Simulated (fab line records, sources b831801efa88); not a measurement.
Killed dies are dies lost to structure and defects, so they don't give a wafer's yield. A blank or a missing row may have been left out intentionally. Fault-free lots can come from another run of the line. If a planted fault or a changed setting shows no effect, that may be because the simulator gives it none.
Chamber matching ; flow sky130 ; SKY_POLY_GATE_ETCH_17 on rie_si-02 has 4 sister chambers
The step etches poly-Si in HBr/Cl2, stops on SiO2, target depth 180 nm, time 70.5 s. 4 wafers are shown with their chamber, then 7 later ones without.

WAFERS, EACH WITH ITS CHAMBER
wafer;chamber;drypump_motor_current_A (A)
L252.5;3;6.3
L266.1;2;6.0
L264.3;1;5.2
L264.4;0;6.5

WAFERS WHOSE CHAMBER IS MISSING
wafer;drypump_motor_current_A (A)
L264.6;5.3
L268.1;6.1
L268.5;6.1
L268.6;5.2
L270.2;6.0
L270.3;6.5
L270.5;5.2

CHAMBER TAKEN BY EACH
wafer;from the rows above;in truth
L264.6;1;1
L268.1;can't be placed: 2 or 3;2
L268.5;can't be placed: 2 or 3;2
L268.6;1;1
L270.2;2;2
L270.3;0;0
L270.5;1;1
Correctly placed: 5 of 7. Cannot be placed on the basis of these rows: 2; the candidates contain the true chamber in 2. Wrongly placed: 0.
How it was worked out, from the rows above alone: a wafer's distance from a chamber is the root of the sum, over the readings, of the square of ((its reading less the chamber's mean) divided by the reading's scatter). The wafer belongs to the nearest chamber; if the next one is less than 2 further off, it can't be placed. The mean given for a chamber averages the wafers shown for that chamber. The scatter: root of mean squared gap, hidden wafer to nearest shown wafer, with one shown wafer a chamber.
